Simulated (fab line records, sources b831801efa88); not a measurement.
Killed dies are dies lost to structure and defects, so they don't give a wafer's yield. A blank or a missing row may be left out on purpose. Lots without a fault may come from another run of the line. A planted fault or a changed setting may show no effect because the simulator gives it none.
Problem report in the 8D (eight disciplines) form, filled by code | flow gf180mcu | the parts of the form that need people (team, actions taken, sign-off) are left out

1. THE PROBLEM
M4_ALCU_RS at GF_M4_RS_MEAS_05 reads a mean of 0.0653 ohm/sq on 9 wafers of 3 lots; wafers without a fault read 0.0696 ohm/sq with a standard deviation of 0.00084. That is -5.1 standard deviations from the usual mean.
The step: measures by four-point-probe.
First seen on wafer L555.2, day 23 18:07, on film_metro-02. The record holds 33 wafers of 11 lots with a number at this step. Rule for "out", or "out of limits": more than 4 standard deviations from the usual mean. The other wafers with a number count as sound.

2. WHAT IT IS AND WHAT IT IS NOT
question                    | is                           | is not
which readings at this step | M4_ALCU_RS                   | -
which lots                  | L555, L556, L557             | L551, L553, L554, L565, L566, L569, L573, L574
which wafers of those lots  | all that have a number       | -
read on which gauges        | film_metro-02, film_metro-03 | film_metro-01
when                        | from day 23 18:07            | up to then (9 sound wafers); but 15 sound wafers of L565, L566, L569, L573, L574 came after

3. SUSPECTS, AND WHAT RULES EACH OUT
Counting: a tool at a process step up to the reading stays a suspect if it ran every lot that is out and no sound lot after the first of them.
- the gauge at GF_M4_RS_MEAS_05: ruled out. The wafers that are out were read on 2 gauges (film_metro-02, film_metro-03).
- pvd_sputter-04 at GF_M4_SPUTTER_00 (material Ti, target thk 37.5 nm, time 150 s): ruled out as a lasting fault. Sound lots L566, L573, L574 ran on it after its first lot that is out, L555 (day 23 17:53).
- pvd_sputter-04 at GF_M4_SPUTTER_02 (material AlCu, target thk 450 nm, time 23.9 s): ruled out as a lasting fault. Sound lots L566, L573, L574 ran on it after its first lot that is out, L555 (day 23 18:01).
Left after counting: nothing in the record.

4. THE CAUSE (what the simulator had put in)
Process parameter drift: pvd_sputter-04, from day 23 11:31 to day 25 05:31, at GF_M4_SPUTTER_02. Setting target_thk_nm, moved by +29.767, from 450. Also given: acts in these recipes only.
Counting ruled it out, wrongly: the rule takes a fault to strike every lot that its tool runs from its start on, and this one did not.

5. THE CHAIN OF EFFECTS, in route order
Each row: a reading whose mean over the struck wafers that have a number lies more than 3 standard deviations from the usual. Only readings for which the record gives a usual standard deviation are gone through. hours: the time from each lot's start at the first step in this table that gives one to its start at this step, as a median over the lots. sigmas: the change in usual standard deviations.
hours | step              | reading     | usual         | on struck wafers | change  | sigmas
0     | GF_M4_RS_MEAS_05  | M4_ALCU_RS  | 0.0696 ohm/sq | 0.0653           | -0.0043 | -5.1
0     | GF_M4_THK_MEAS_06 | M4_ALCU_THK | 449 nm        | 476              | +27     | +4.8
Later measuring or inspecting steps at which every struck wafer that the step has a row for has a number for every such reading, and none has moved that far: GF_V4_THK_MEAS_01.

6. WHAT WOULD HAVE CAUGHT IT SOONER
In this record the first reading out of limits at a measuring or inspecting step was taken at day 23 18:07, 7 hours after the fault began at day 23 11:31.
Of the tool readings at GF_M4_SPUTTER_02 for which the record gives a usual standard deviation, none was out on any struck wafer, so an alarm limit of 4 standard deviations on them would not have fired.
